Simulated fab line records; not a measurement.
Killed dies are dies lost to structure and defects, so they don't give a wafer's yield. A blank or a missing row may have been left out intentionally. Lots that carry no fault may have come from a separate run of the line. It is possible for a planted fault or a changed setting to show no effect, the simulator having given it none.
Problem report in the 8D (eight disciplines) form, filled by code + flow sky130 + the parts of the form that need people (team, actions taken, sign-off) are left out

## 1. WHAT WENT WRONG
CAPM_TIN_RS at SKY_CAPM_RS_MEAS_03 reads a mean of 7.66 ohm/sq on 2 wafers of 2 lots; wafers without a fault read 6.93 ohm/sq with a standard deviation of 0.072. Measured from the usual mean, that is +10 standard deviations.
The step: measures by four-point-probe.
Seen first at day 39 13:10 on film_metro-04, wafer L994.2. Wafers with a number at this step in the record: 27, from 9 lots. By rule, "out" or "out of limits" means more than 4 standard deviations away from the usual mean. The rest of the wafers with a number are treated as sound.

## 2. WHAT IT IS, AND WHAT IT ISN'T
| question                    | is                           | is not                                                                                 |
|-----------------------------|------------------------------|----------------------------------------------------------------------------------------|
| which readings at this step | CAPM_TIN_RS                  | -                                                                                      |
| which lots                  | L994, L996                   | L103, L104, L105, L983, L984, L991, L992                                               |
| which wafers of those lots  | L994.2, L996.5               | L994.3, L994.5, L996.3, L996.6                                                         |
| read on which gauges        | film_metro-03, film_metro-04 | film_metro-02                                                                          |
| when                        | from day 39 13:10            | up to then (14 sound wafers); but 11 sound wafers of L103, L104, L105, L996 came after |

## 3. WHAT RULES OUT EACH SUSPECT
Counting: if a tool at a process step up to the reading ran every lot that is out, it stays a suspect. Sound lots after the first of them don't rule it out here, since some wafers of a struck lot are sound.
- the gauge at SKY_CAPM_RS_MEAS_03: ruled out. 2 gauges (film_metro-03, film_metro-04) read the wafers that are out.
- pvd_sputter-03 at SKY_CAPM_SPUTTER_02 (material TiN, target thk 200 nm, time 166.7 s): kept. It ran every lot that is out, first L994 (day 39 13:02); its last sound lot up to then is L992 (day 38 23:53). Out on those wafers are its own readings of cathode_dc_power_W.
Remaining after the count: pvd_sputter-03 at SKY_CAPM_SPUTTER_02.

## 4. THE CAUSE (what the simulator had put in)
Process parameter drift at SKY_CAPM_SPUTTER_02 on pvd_sputter-03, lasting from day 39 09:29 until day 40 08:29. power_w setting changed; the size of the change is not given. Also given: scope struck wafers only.
After counting, this tool was the only one left.

## 5. THE CHAIN OF EFFECTS, in route order
Each row: a reading where the mean over the struck wafers with a number is more than 3 standard deviations away from the usual. Only readings whose record carries a usual standard deviation are examined. hours: median over the lots of the time between each lot's start at the first step of this table that gives one and its start at this step. sigmas: the change, counted in usual standard deviations.
| hours | step                   | reading            | usual       | on struck wafers | change | sigmas      |
|-------|------------------------|--------------------|-------------|------------------|--------|-------------|
| 0     | SKY_CAPM_SPUTTER_02    | cathode_dc_power_W | 6500.0 W    | 5958.4           | -541.6 | -99 or more |
| 0     | SKY_CAPM_RS_MEAS_03    | CAPM_TIN_RS        | 6.93 ohm/sq | 7.66             | +0.73  | +10         |
| 4     | SKY_CAPM_THK_MEAS_04   | CAPM_TIN_THK       | 196.4 nm    | 177.9            | -18.5  | -8.4        |
| 25    | SKY_CAPM_METAL_ETCH_13 | oes_product_au     | 0.939 a.u.  | 0.887            | -0.052 | -7.2        |
| 25    | SKY_CAPM_METAL_ETCH_13 | throttle_valve_pct | 21.902 %    | 21.935           | +0.033 | +3.4        |
Process steps it contains:
- SKY_CAPM_SPUTTER_02: material TiN, target thk 200 nm, time 166.7 s.
- SKY_CAPM_METAL_ETCH_13: etches TiN in Cl2/BCl3, stops on SiO2, target depth 220 nm, time 62.9 s.

## 6. HOW IT WOULD HAVE BEEN CAUGHT EARLIER
Counted from the fault's start at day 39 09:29, it took 4 hours until the first out-of-limits reading at a measuring or inspecting step in this record, taken at day 39 13:10.
At SKY_CAPM_SPUTTER_02, the tool's own readings (cathode_dc_power_W) were out on each struck wafer the step has a row for, so an alarm limit on them would have fired on the first such wafer.
L996, from the lots that are out (2), started SKY_CAPM_SPUTTER_02 on pvd_sputter-03 later than day 39 13:10. Holding the tool at that time would have saved it.
